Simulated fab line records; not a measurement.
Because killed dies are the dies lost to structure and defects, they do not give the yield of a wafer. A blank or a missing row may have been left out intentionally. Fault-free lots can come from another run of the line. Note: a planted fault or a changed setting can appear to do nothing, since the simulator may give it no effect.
A lot that was struck, set against a sound lot || flow sky130 || 15 steps out of a route of 708
Sound: these wafers, L758.1, L758.2, L758.6. Struck: wafers L772.1, L772.3, L772.5. At the end, the cause is stated.
Each step with rows lists, per side, the tool, then ch with its chambers, then its first start. Under that, the readings that differ: sound wafers || struck wafers || difference of the means || sigmas: that difference in standard deviations of wafers without a fault.
alike: same words and numbers on both sides, and readings whose means sit less than 2 such deviations apart. not compared: any withheld reading, any reading some wafer has no value for, any bound like >300 that may hide the same value, and any number with overlapping values for which the record gives no deviation.
The two part at a step that has a row with sigmas, a row that says differs or no value, or rows on one side only. Non-overlapping numbers with no deviation appear without sigmas and do not part them. A reading missing from all wafers of one side parts the sides only when that side holds two or more wafers.

first, 7 steps without rows for these wafers: SKY_LDD_N_DEHYDRATE_00 (time 60 s); SKY_LDD_N_HMDS_01 (prime time 60 s); SKY_LDD_N_COAT_02 (resist thk 300 nm); SKY_LDD_N_SOFTBAKE_03 (time 60 s); SKY_LDD_N_EXPOSE_04 (exposes mask NTM, target cd 840 nm); SKY_LDD_N_PEB_05; SKY_LDD_N_DEVELOP_06 (develop time 60 s).
SKY_LDD_N_OVL_MEAS_07:
  struck on overlay-01, day 23 03:35; sound on overlay-01, day 17 09:32
  alike: LDD_N_OVL
then, 4 steps without rows for these wafers: SKY_LDD_N_IMPLANT_08; SKY_LDD_N_IMPLANT_09; SKY_LDD_N_IMPLANT_10; SKY_LDD_N_IMPLANT_11.
SKY_LDD_N_IMPLANT_12:
  sound on implanter-01 ch 0, day 17 10:11; struck on implanter-01 ch 0, day 23 04:13
{"reading": "dose ions cm2", "sound": "4.994e+12 4.994e+12 5.003e+12", "struck": "2.858e+12 2.86e+12 2.855e+12", "difference": -2.139e+12, "sigmas": "-99 or more"}
{"reading": "faraday current uA", "sound": "29.1 28.4 28.2", "struck": "15.0 16.3 16.3", "difference": -12.7, "sigmas": -21}
  alike: beam energy keV
following that, these wafers have no rows for 1 step: SKY_LDD_N_IMPLANT_13.
-- record jumps: 26 days separate the struck wafers' starts on either side; left off in module LDD_N, taken up again in module PAD_OPEN, whose first shown step is the route's number 708 --
SKY_PAD_OPEN_PROBE_99:
  struck on prober-01, day 49 07:04; sound on prober-01, day 45 09:43
{"reading": "model.etest.nfet_01v8_lvt.vt sat v (V)", "sound": "0.5257 0.5463 0.5287", "struck": "0.4809 0.4864 0.4829", "difference": -0.0502, "sigmas": ""}
{"reading": "model.etest.nfet_01v8.vt sat v (V)", "sound": "0.6375 0.6509 0.6408", "struck": "0.608 0.61 0.6121", "difference": -0.033, "sigmas": ""}
{"reading": "model.etest.sram nfet pass.vt sat v (V)", "sound": "0.5466 0.5803 0.5907", "struck": "0.5098 0.52 0.5083", "difference": -0.0598, "sigmas": ""}
{"reading": "model.etest.nfet_01v8_lvt.vt v (V)", "sound": "0.5995 0.6142 0.6046", "struck": "0.5883 0.596 0.592", "difference": -0.0140, "sigmas": ""}
{"reading": "model.etest.nfet_01v8.vt v (V)", "sound": "0.6885 0.7013 0.6921", "struck": "0.6811 0.6857 0.6857", "difference": -0.0098, "sigmas": ""}
{"reading": "model.etest.nfet_01v8_swapped.vt v (V)", "sound": "0.6886 0.7012 0.6923", "struck": "0.6822 0.6869 0.6869", "difference": -0.0087, "sigmas": ""}
  alike: killed_at_M0_to_M3, killed_at_M4_up, killed at contacts, killed at front end, killed at other, killed dies, killed on rim, killed open, killed short
  not compared: model.etest.nfet_01v8.off log10 a um

WHERE THEY PART
SKY_LDD_N_IMPLANT_12 only, going by this record. Later steps at which nothing parts them and some readings are alike: SKY_PAD_OPEN_PROBE_99.

WHY: what had been put in by the simulator
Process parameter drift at SKY_LDD_N_IMPLANT_12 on implanter-01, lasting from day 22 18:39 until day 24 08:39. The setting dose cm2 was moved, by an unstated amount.
